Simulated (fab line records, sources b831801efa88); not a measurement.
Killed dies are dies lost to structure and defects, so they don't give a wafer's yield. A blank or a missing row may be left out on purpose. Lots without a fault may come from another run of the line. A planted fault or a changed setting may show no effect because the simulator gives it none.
fab line records | flow gf180mcu
record lots=7 wafers=21 last_day=34
route steps=602 shown MVSD@74 MVPSD@78 VT_IMPLANT@90
lots that met no fault: from a run of the same line without faults
start_h: hours from the record's first day to the start of the lot's first wafer shown | wait_h: hours since the lot's step before | " the same as in the row above | L1.1+2: a row that stands for several wafers | - no value, or no start given | * or withheld: withheld | < > ~ a bound
route shown NAME@n: a module of which the file shows steps, and the number in the route of the first | usual: mean/standard deviation of fault-free wafers | same: alike in all rows | chamber/n: place in a boat | sites: the reading at each site | _std_site: their standard deviation | _edge_site: outer sites' mean less inner sites' | radius_mm: how far each site lies from the wafer's centre | mask NAME#n: copy n | behind: the tool/chamber that last shaped the wafer | hold: why the lot was held/for how many hours/how that ended | device: the transistor (n, p or np) that didn't switch | end of line: the same wafers' tests at the end of the route | a step without rows: its recipe alone | killed: dies lost to structure and defects at the first sort, not the wafer's yield | map: a wafer's dies, x killed, . not, _ none there
set.NAME: the setting as run; set.NAME@STEP: as run at that earlier step | model.NAME: the simulator's own value behind a step, which no gauge read
lots at some steps of the route; a table a step, a row a wafer
services: from which hour (start_h, from the record's first day; less than 0 if before it) a tool's chamber was out of use, for how many hours, and why
## steps
# step GF_MVSD_IMPLANT_08
# recipe species=P energy_kev=400 dose_cm2=1.6e+13 tilt_deg=0
# step GF_MVSD_IMPLANT_09
# recipe species=P energy_kev=101.6 dose_cm2=5e+12 tilt_deg=0
# step GF_MVSD_STRIP_10
# recipe chemistry=O2/N2 power_w=1400 pressure_mtorr=1500 platen_temp_c=250 o2_flow_sccm=3000 n2_flow_sccm=300 overash_fraction=0.5
# usual drypump_motor_current_A=5.73/0.28 heater_power_w=349/23 oes_product_au=0.722/0.0041 strip_time_to_endpoint_s=36.97/0.11
# columns lot.wafer tool chamber start_h wait_h drypump_motor_current_A heater_power_w oes_product_au rf_hours_counter_h strip_time_to_endpoint_s
L112.1 plasma_asher-01 0 76.98 0.1 5.79 380 0.713 40 36.89
L112.2 " 1 " " 5.29 333 0.719 40 36.91
L112.3 " 0 " " 5.78 383 0.715 - 36.99
L122.2 plasma_asher-03 0 141.77 0.1 5.47 327 0.730 37 37.03
L122.4 " 0 " " 5.49 322 0.716 - 36.96
L122.6 " 1 " " 5.84 323 0.720 - 36.95
L125.3 plasma_asher-03 1 158.33 0.1 5.83 333 0.723 - 37.05
L125.5 " 0 " " 5.45 322 0.722 - 37.01
L125.6 " 1 " " 5.84 324 0.726 - 36.97
L126.1 plasma_asher-04 0 161.77 0.1 6.17 353 0.719 49 37.07
L126.4 " 1 " " 5.84 377 0.722 - 37.08
L126.6 " 0 " " 6.17 348 0.731 - 36.83
L127.1 plasma_asher-03 0 169.19 0.1 5.48 323 0.721 40 36.93
L127.5 " 1 " " 5.85 330 0.725 - 37.04
L127.6 " 0 " " 5.46 321 0.715 - 36.91
L129.1 plasma_asher-01 0 178.97 0.1 5.82 368 0.724 51 36.97
L129.3 " 0 " " 5.77 382 0.724 - 37.03
L129.6 " 0 " " 5.83 374 0.721 - 37.04
L134.1 plasma_asher-04 1 210.48 0.1 5.82 385 0.724 54 36.86
L134.5 " 0 " " 6.17 351 0.717 - 36.81
L134.6 " 1 " " 5.81 384 0.714 - 36.93
# step GF_MVSD_TW_MEAS_11
# usual MVSD_TW=1584/8.7
# columns lot.wafer tool chamber start_h wait_h MVSD_TW
L112.1 film_metro-02 - 77.08 0.1 1578
L112.2 " - " " 1581
L112.3 " - " " 1584
L122.2 film_metro-03 - 141.88 0.1 1590
L122.4 " - " " 1583
L122.6 " - " " 1593
L125.3 film_metro-02 - 158.41 0.1 1582
L125.5 " - " " 1580
L125.6 " - " " 1574
L126.1 film_metro-01 - 161.87 0.1 1575
L126.4 " - " " 1583
L126.6 " - " " 1579
L127.1 film_metro-03 - 169.29 0.1 1608
L127.5 " - " " 1606
L127.6 " - " " 1603
L129.1 film_metro-03 - 179.07 0.1 1610
L129.3 " - " " 1611
L129.6 " - " " 1609
L134.1 film_metro-03 - 210.58 0.1 1588
L134.5 " - " " 1596
L134.6 " - " " 1588
# step GF_MVPSD_DEHYDRATE_00
# recipe temp_c=200 time_s=60
# step GF_MVPSD_HMDS_01
# recipe prime_time_s=60 prime_temp_c=120
# step GF_MVPSD_COAT_02
# recipe spin_rpm=1964 resist_thk_nm=3000
# step GF_MVPSD_SOFTBAKE_03
# recipe temp_c=110 time_s=withheld
# step GF_MVPSD_EXPOSE_04
# recipe mask_id=MVPSD target_cd_nm=1000 na=0.6 source_shape=conventional sigma_outer=0.6 dose_mj=260
# step GF_MVPSD_PEB_05
# recipe temp_c=115 time_s=withheld
# step GF_MVPSD_DEVELOP_06
# recipe wall_angle_deg=90 develop_time_s=60 dev_temp_c=23
# step GF_MVPSD_OVL_MEAS_07
# usual MVPSD_OVL=0.0/1.1
# columns lot.wafer tool chamber start_h wait_h MVPSD_OVL[nm]
L112.1 overlay-02 - 90.38 - -0.8
L112.2 " - " " 0.8
L112.3 " - " " 0.1
L122.2 overlay-02 - 157.70 - 1.5
L122.4 " - " " -0.4
L122.6 " - " " -0.9
L125.3 overlay-01 - 174.16 - -1.4
L125.5 " - " " -0.2
L125.6 " - " " -0.3
L126.1 overlay-02 - 177.35 - -1.0
L126.4 " - " " 1.3
L126.6 " - " " 0.1
L127.1 overlay-02 - 185.78 - 1.4
L127.5 " - " " -0.8
L127.6 " - " " 0.9
L129.1 overlay-01 - 195.23 - -1.8
L129.3 " - " " -0.3
L129.6 " - " " -0.5
L134.1 overlay-01 - 228.68 - -0.5
L134.5 " - " " 2.0
L134.6 " - " " -0.8
# step GF_MVPSD_IMPLANT_08
# recipe species=B energy_kev=170 dose_cm2=1.5e+13 tilt_deg=0
# usual beam_energy_keV=169.98/0.05 beam_on_s=10.01/0.2 tilt_deg=-0.002/0.019
# columns lot.wafer tool chamber start_h wait_h beam_energy_keV beam_on_s tilt_deg
L112.1 implanter-02 0 90.42 0.0 169.94 9.98 0.036
L112.2 " 0 " " 169.95 9.89 0.005
L112.3 " 0 " " 169.95 10.30 -0.012
L122.2 implanter-03 0 157.76 0.0 169.96 9.77 -0.015
L122.4 " 0 " " 170.02 9.88 -0.050
L122.6 " 0 " " 169.94 9.84 -0.045
L125.3 implanter-02 - 174.23 0.1 - - -
L125.5 " - " " - - -
L125.6 " - " " - - -
L126.1 implanter-01 - 177.38 0.0 - - -
L126.4 " - " " - - -
L126.6 " - " " - - -
L127.1 implanter-02 - 185.82 0.0 - - -
L127.5 " - " " - - -
L127.6 " - " " - - -
L129.1 implanter-02 0 195.27 0.0 170.01 9.94 -0.011
L129.3 " 0 " " 170.03 9.82 -0.025
L129.6 " 0 " " 170.03 10.03 -0.011
L134.1 implanter-03 0 228.72 0.0 169.93 9.74 0.043
L134.5 " 0 " " 169.99 10.24 0.023
L134.6 " 0 " " 169.93 10.55 0.026
# step GF_MVPSD_IMPLANT_09
# recipe species=B energy_kev=40 dose_cm2=5e+12 tilt_deg=0
# step GF_MVPSD_STRIP_10
# recipe chemistry=O2/N2 power_w=1400 pressure_mtorr=1500 platen_temp_c=250 o2_flow_sccm=3000 n2_flow_sccm=300 overash_fraction=0.5
# usual drypump_motor_current_A=5.68/0.3 heater_power_w=344/23 oes_product_au=0.722/0.0044 strip_time_to_endpoint_s=37.27/0.11
# columns lot.wafer tool chamber start_h wait_h drypump_motor_current_A heater_power_w oes_product_au rf_hours_counter_h strip_time_to_endpoint_s
L112.1 plasma_asher-01 1 90.72 0.1 5.28 340 0.722 41 37.53
L112.2 " 0 " " 5.79 373 0.722 41 37.54
L112.3 " 1 " " 5.28 334 0.716 - 37.48
L122.2 plasma_asher-02 0 158.03 0.1 6.19 375 0.721 4 37.32
L122.4 " 0 " " 6.15 379 0.716 - 37.26
L122.6 " 0 " " 6.15 373 0.713 - 37.24
L125.3 plasma_asher-01 0 174.52 0.1 5.84 375 0.728 - 37.27
L125.5 " 1 " " 5.26 336 0.720 - 37.32
L125.6 " 0 " " 5.80 376 0.726 - 37.25
L126.1 plasma_asher-01 1 177.68 0.1 5.28 340 0.724 50 37.46
L126.4 " 1 " " 5.28 341 0.709 - 37.32
L126.6 " 1 " " 5.29 336 0.728 - 37.42
L127.1 plasma_asher-03 1 186.12 0.1 5.84 329 0.712 42 37.20
L127.5 " 1 " " 5.90 327 0.721 - 37.39
L127.6 " 0 " " 5.46 321 0.716 - 37.17
L129.1 plasma_asher-03 0 195.57 0.1 5.43 320 0.722 43 37.22
L129.3 " 1 " " 5.85 322 0.721 - 37.22
L129.6 " 0 " " 5.44 321 0.725 - 37.19
L134.1 plasma_asher-03 0 229.02 0.1 5.48 320 0.718 47 37.21
L134.5 " 1 " " 5.86 337 0.719 - 37.25
L134.6 " 0 " " 5.49 316 0.722 - 37.11
# step GF_MVPSD_TW_MEAS_11
# usual MVPSD_TW=554/3
# columns lot.wafer tool chamber start_h wait_h MVPSD_TW
L112.1 film_metro-01 - 90.82 0.1 554
L112.2 " - " " 554
L112.3 " - " " 556
L122.2 film_metro-02 - 158.14 0.1 551
L122.4 " - " " 550
L122.6 " - " " 550
L125.3 film_metro-03 - 174.60 0.1 324
L125.5 " - " " 327
L125.6 " - " " 325
L126.1 film_metro-01 - 177.78 0.1 320
L126.4 " - " " 321
L126.6 " - " " 321
L127.1 film_metro-02 - 186.22 0.1 321
L127.5 " - " " 320
L127.6 " - " " 322
L129.1 film_metro-02 - 195.67 0.1 552
L129.3 " - " " 552
L129.6 " - " " 553
L134.1 film_metro-01 - 229.12 0.1 554
L134.5 " - " " 554
L134.6 " - " " 550
# step GF_VT_IMPLANT_DEHYDRATE_00
# recipe temp_c=200 time_s=60
# step GF_VT_IMPLANT_HMDS_01
# recipe prime_time_s=60 prime_temp_c=120
# step GF_VT_IMPLANT_COAT_02
# recipe resist=NOVOLAK spin_rpm=3000 resist_thk_nm=1000
# step GF_VT_IMPLANT_SOFTBAKE_03
# recipe temp_c=90 time_s=60 resist=NOVOLAK
# step GF_VT_IMPLANT_EXPOSE_04
# recipe mask_id=LVPWELL_LV_AREA target_cd_nm=600 na=0.6 source_shape=conventional sigma_outer=0.6 dose_mj=140
# step GF_VT_IMPLANT_PEB_05
# recipe temp_c=withheld time_s=* resist=NOVOLAK
# step GF_VT_IMPLANT_DEVELOP_06
# recipe develop_time_s=60 dev_temp_c=23
# step GF_VT_IMPLANT_OVL_MEAS_07
# usual VT_IMPLANT_OVL=0.1/1.4
# columns lot.wafer tool chamber start_h wait_h VT_IMPLANT_OVL[nm]
L112.1 overlay-01 - 104.95 0.1 -0.5
L112.2 " - " " -1.4
L112.3 " - " " -1.7
L122.2 overlay-02 - 172.91 0.1 0.5
L122.4 " - " " 0.8
L122.6 " - " " 0.7
L125.3 overlay-01 - 191.01 0.1 3.1
L125.5 " - " " 1.1
L125.6 " - " " 2.3
L126.1 overlay-01 - 194.23 0.1 -0.1
L126.4 " - " " 1.5
L126.6 " - " " -1.1
L127.1 overlay-01 - 202.85 0.1 -2.1
L127.5 " - " " 1.5
L127.6 " - " " 1.1
L129.1 overlay-01 - 211.95 0.1 1.1
L129.3 " - " " 0.7
L129.6 " - " " 2.1
L134.1 overlay-01 - 247.01 0.1 0.3
L134.5 " - " " 2.2
L134.6 " - " " 1.8
# step GF_VT_IMPLANT_IMPLANT_08
# recipe species=BF2 energy_kev=20 dose_cm2=8.29e+12 tilt_deg=7
# step GF_VT_IMPLANT_STRIP_09
# recipe chemistry=O2/N2 power_w=1400 pressure_mtorr=1500 platen_temp_c=250 o2_flow_sccm=3000 n2_flow_sccm=300 overash_fraction=0.5
# usual drypump_motor_current_A=5.95/0.22 heater_power_w=350/28 oes_product_au=0.715/0.0048 strip_time_to_endpoint_s=12.63/0.034
# columns lot.wafer tool chamber start_h wait_h drypump_motor_current_A heater_power_w oes_product_au rf_hours_counter_h strip_time_to_endpoint_s
L112.1 plasma_asher-02 0 105.13 0.1 6.17 368 0.714 46 12.60
L112.2 " 1 " " 5.97 327 0.721 46 12.60
L112.3 " 0 " " 6.17 357 0.713 - 12.61
L122.2 plasma_asher-02 1 173.09 0.1 5.96 307 0.727 6 12.63
L122.4 " 0 " " 6.19 363 0.722 - 12.64
L122.6 " 1 " " 5.98 312 0.708 - 12.65
L125.3 plasma_asher-02 0 191.22 0.1 6.12 374 0.709 - 12.62
L125.5 " 0 " " 6.16 372 0.717 - 12.60
L125.6 " 1 " " 5.95 315 0.716 - 12.61
L126.1 plasma_asher-04 0 194.42 0.1 6.17 352 0.710 52 12.61
L126.4 " 0 " " 6.16 350 0.720 - 12.60
L126.6 " 1 " " 5.82 377 0.708 - 12.59
L127.1 plasma_asher-04 1 203.03 0.1 5.78 383 0.719 53 12.60
L127.5 " 1 " " 5.83 383 0.711 - 12.62
L127.6 " 0 " " 6.17 354 0.718 - 12.67
L129.1 plasma_asher-02 1 212.13 0.1 5.97 310 0.711 10 12.63
L129.3 " 0 " " 6.17 383 0.714 - 12.62
L129.6 " 1 " " 5.94 310 0.722 - 12.60
L134.1 plasma_asher-04 1 247.19 0.1 5.81 391 0.718 57 12.70
L134.5 " 1 " " 5.83 394 0.714 - 12.68
L134.6 " 0 " " 6.17 346 0.707 - 12.70
# step GF_VT_IMPLANT_TW_MEAS_10
# usual VT_IMPLANT_TW=565/4
# columns lot.wafer tool chamber start_h wait_h VT_IMPLANT_TW
L112.1 film_metro-03 - 105.23 0.1 567
L112.2 " - " " 567
L112.3 " - " " 567
L122.2 film_metro-03 - 173.20 0.1 576
L122.4 " - " " 572
L122.6 " - " " 570
L125.3 film_metro-03 - 191.30 0.1 569
L125.5 " - " " 573
L125.6 " - " " 577
L126.1 film_metro-03 - 194.52 0.1 569
L126.4 " - " " 568
L126.6 " - " " 571
L127.1 film_metro-04 - 203.13 0.1 561
L127.5 " - " " 562
L127.6 " - " " 562
L129.1 film_metro-04 - 212.23 0.1 563
L129.3 " - " " 565
L129.6 " - " " 559
L134.1 film_metro-04 - 247.29 0.1 561
L134.5 " - " " 561
L134.6 " - " " 561
# step GF_VT_IMPLANT_DEHYDRATE_11
# recipe temp_c=200 time_s=60
# step GF_VT_IMPLANT_HMDS_12
# recipe prime_time_s=60 prime_temp_c=120
# step GF_VT_IMPLANT_COAT_13
# recipe resist=NOVOLAK spin_rpm=3000 resist_thk_nm=1000
# step GF_VT_IMPLANT_SOFTBAKE_14
# recipe temp_c=90 time_s=60 resist=NOVOLAK
# step GF_VT_IMPLANT_EXPOSE_15
# recipe mask_id=Nwell_LV_AREA target_cd_nm=860 na=0.6 source_shape=conventional sigma_outer=0.6 dose_mj=140
# step GF_VT_IMPLANT_PEB_16
# recipe temp_c=withheld time_s=* resist=NOVOLAK
# step GF_VT_IMPLANT_DEVELOP_17
# recipe develop_time_s=60 dev_temp_c=23
# step GF_VT_IMPLANT_OVL_MEAS_18
# usual VT_IMPLANT_01_OVL=-0.7/1.2
# columns lot.wafer tool chamber start_h wait_h VT_IMPLANT_01_OVL[nm]
L112.1 overlay-02 - 119.45 0.1 -2.7
L112.2 " - " " -0.4
L112.3 " - " " -0.4
L122.2 overlay-02 - 189.94 0.1 -1.8
L122.4 " - " " -1.1
L122.6 " - " " -1.0
L125.3 overlay-02 - 207.62 0.1 -1.8
L125.5 " - " " -0.6
L125.6 " - " " -1.1
L126.1 overlay-01 - 211.65 0.1 -0.9
L126.4 " - " " -0.5
L126.6 " - " " -0.1
L127.1 overlay-01 - 220.38 0.1 0.1
L127.5 " - " " 0.1
L127.6 " - " " 0.2
L129.1 overlay-02 - 231.01 0.1 -0.3
L129.3 " - " " -1.9
L129.6 " - " " -0.6
L134.1 overlay-01 - 265.90 0.1 -2.8
L134.5 " - " " -2.4
L134.6 " - " " -3.0
# step GF_VT_IMPLANT_IMPLANT_19
# recipe species=As energy_kev=100 dose_cm2=4.35e+12 tilt_deg=7
# step GF_VT_IMPLANT_STRIP_20
# recipe chemistry=O2/N2 power_w=1400 pressure_mtorr=1500 platen_temp_c=250 o2_flow_sccm=3000 n2_flow_sccm=300 overash_fraction=0.5
# usual drypump_motor_current_A=5.87/0.25 heater_power_w=344/25 oes_product_au=0.716/0.0047 strip_time_to_endpoint_s=12.62/0.045
# columns lot.wafer tool chamber start_h wait_h drypump_motor_current_A heater_power_w oes_product_au rf_hours_counter_h strip_time_to_endpoint_s
L112.1 plasma_asher-03 0 119.63 0.1 5.43 321 0.727 35 12.60
L112.2 " 1 " " 5.86 327 0.708 35 12.62
L112.3 " 0 " " 5.45 331 0.717 - 12.58
L122.2 plasma_asher-04 1 190.12 0.1 5.82 380 0.714 52 12.61
L122.4 " 0 " " 6.16 353 0.711 - 12.60
L122.6 " 1 " " 5.83 377 0.714 - 12.62
L125.3 plasma_asher-04 1 207.83 0.1 5.85 381 0.714 - 12.56
L125.5 " 1 " " 5.84 380 0.714 - 12.54
L125.6 " 0 " " 6.17 347 0.721 - 12.56
L126.1 plasma_asher-03 0 211.83 0.1 5.47 319 0.717 45 12.58
L126.4 " 1 " " 5.86 325 0.718 - 12.60
L126.6 " 1 " " 5.83 317 0.717 - 12.55
L127.1 plasma_asher-03 0 220.57 0.1 5.44 327 0.713 46 12.66
L127.5 " 0 " " 5.47 313 0.719 - 12.68
L127.6 " 1 " " 5.86 324 0.710 - 12.68
L129.1 plasma_asher-04 1 231.19 0.1 5.81 374 0.718 56 12.53
L129.3 " 0 " " 6.17 346 0.707 - 12.55
L129.6 " 1 " " 5.81 378 0.714 - 12.54
L134.1 plasma_asher-04 0 266.08 0.1 6.19 356 0.708 59 12.66
L134.5 " 0 " " 6.19 346 0.714 - 12.68
L134.6 " 1 " " 5.84 384 0.725 - 12.65
# step GF_VT_IMPLANT_TW_MEAS_21
# usual VT_IMPLANT_2_TW=1217/9.3
# columns lot.wafer tool chamber start_h wait_h VT_IMPLANT_2_TW
L112.1 film_metro-03 - 119.73 0.1 1222
L112.2 " - " " 1226
L112.3 " - " " 1221
L122.2 film_metro-04 - 190.23 0.1 1207
L122.4 " - " " 1210
L122.6 " - " " 1214
L125.3 film_metro-04 - 207.91 0.1 1207
L125.5 " - " " 1205
L125.6 " - " " 1205
L126.1 film_metro-03 - 211.93 0.1 1217
L126.4 " - " " 1217
L126.6 " - " " 1219
L127.1 film_metro-04 - 220.67 0.1 1207
L127.5 " - " " 1211
L127.6 " - " " 1212
L129.1 film_metro-03 - 231.29 0.1 1214
L129.3 " - " " 1214
L129.6 " - " " 1217
L134.1 film_metro-04 - 266.18 0.1 1210
L134.5 " - " " 1208
L134.6 " - " " 1213
# step GF_VT_IMPLANT_DEHYDRATE_22
# recipe temp_c=200 time_s=60
# step GF_VT_IMPLANT_HMDS_23
# recipe prime_time_s=60 prime_temp_c=120
# step GF_VT_IMPLANT_COAT_24
# recipe resist=NOVOLAK spin_rpm=3000 resist_thk_nm=1000
# step GF_VT_IMPLANT_SOFTBAKE_25
# recipe temp_c=90 time_s=60 resist=NOVOLAK
# step GF_VT_IMPLANT_RS_MEAS_49
# recipe thk_meas_gauge=four-point-probe
# usual MVPSD_RS=1169/3.2
# columns lot.wafer tool chamber start_h wait_h MVPSD_RS[ohm/sq]
L112.1 film_metro-01 - 151.23 0.1 1166
L112.2 " - " " 1167
L112.3 " - " " 1168
L122.2 film_metro-03 - 225.01 0.1 1172
L122.4 " - " " 1175
L122.6 " - " " 1173
L125.3 film_metro-01 - 244.35 0.1 3973
L125.5 " - " " 3968
L125.6 " - " " 3962
L126.1 film_metro-02 - 250.24 0.1 3979
L126.4 " - " " 3983
L126.6 " - " " 3969
L127.1 film_metro-02 - 259.35 0.1 3947
L127.5 " - " " 3964
L127.6 " - " " 3942
L129.1 film_metro-03 - 270.02 0.1 1173
L129.3 " - " " 1170
L129.6 " - " " 1170
L134.1 film_metro-03 - 306.87 0.1 1174
L134.5 " - " " 1172
L134.6 " - " " 1177
## services
# columns tool chamber start_h hours kind
plasma_asher-04 - 67.40 14.6 pm
plasma_asher-01 - 78.91 3.9 repair
plasma_asher-01 - 96.67 2.3 repair
plasma_asher-02 - 108.75 9.0 pm
plasma_asher-02 0 108.75 9.0 vent_cycle
plasma_asher-02 1 108.75 9.0 vent_cycle
plasma_asher-02 0 117.75 - clean
plasma_asher-02 1 117.75 - clean
implanter-01 - 127.35 1.6 repair
implanter-03 - 145.47 0.9 repair
implanter-03 - 149.76 4.3 pm
plasma_asher-03 - 163.02 3.9 repair
plasma_asher-03 - 180.40 1.0 repair
plasma_asher-02 - 186.07 4.1 repair
implanter-02 - 197.50 3.3 pm
implanter-02 - 205.51 3.9 repair
implanter-03 - 206.74 3.2 repair
implanter-02 - 209.22 5.0 repair
implanter-03 - 216.44 4.4 pm
implanter-01 - 224.95 18.6 pm
implanter-01 - 254.66 2.1 repair
## key
first_sign step=GF_MVPSD_IMPLANT_08 reading=tool_record direction=missing
effect step=GF_MVPSD_TW_MEAS_11 reading=MVPSD_TW direction=down sigmas=76 usual=554 struck=322
effect step=GF_VT_IMPLANT_RS_MEAS_49 reading=MVPSD_RS direction=up sigmas=99+ usual=1169 struck=3965
met_at GF_MVPSD_IMPLANT_08
struck_wafers L125.3,L125.5,L125.6,L126.1,L126.4,L126.6,L127.1,L127.5,L127.6
later_rows_left_out L125.3,L125.5,L125.6,L126.1,L126.4,L126.6,L127.1,L127.5,L127.6
sort_left_out L125.3,L125.5,L125.6,L126.1,L126.4,L126.6,L127.1,L127.5,L127.6
tester_left_out L125,L126,L127
onset_between 90.42 174.23
fault kind=skipped_step_whole tool=implanter-01,implanter-02 chamber=- onset_h=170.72 steps=GF_MVPSD_IMPLANT_08 scope=struck_lots_only
# tester_left_out: of these lots the tester's yield and bins aren't shown, on N5 and GAA mostly nor the transistor test; their killed dies are dies lost to structure and defects alone, not to doping, threshold or leakage, so they don't give the yield
# sort_left_out: the simulated sort isn't trusted on such a fault, so these wafers' sort isn't shown, and their yield isn't known
# later_rows_left_out: the simulator's readings of these wafers behind a module that went badly wrong aren't trusted and aren't shown, but for the sort
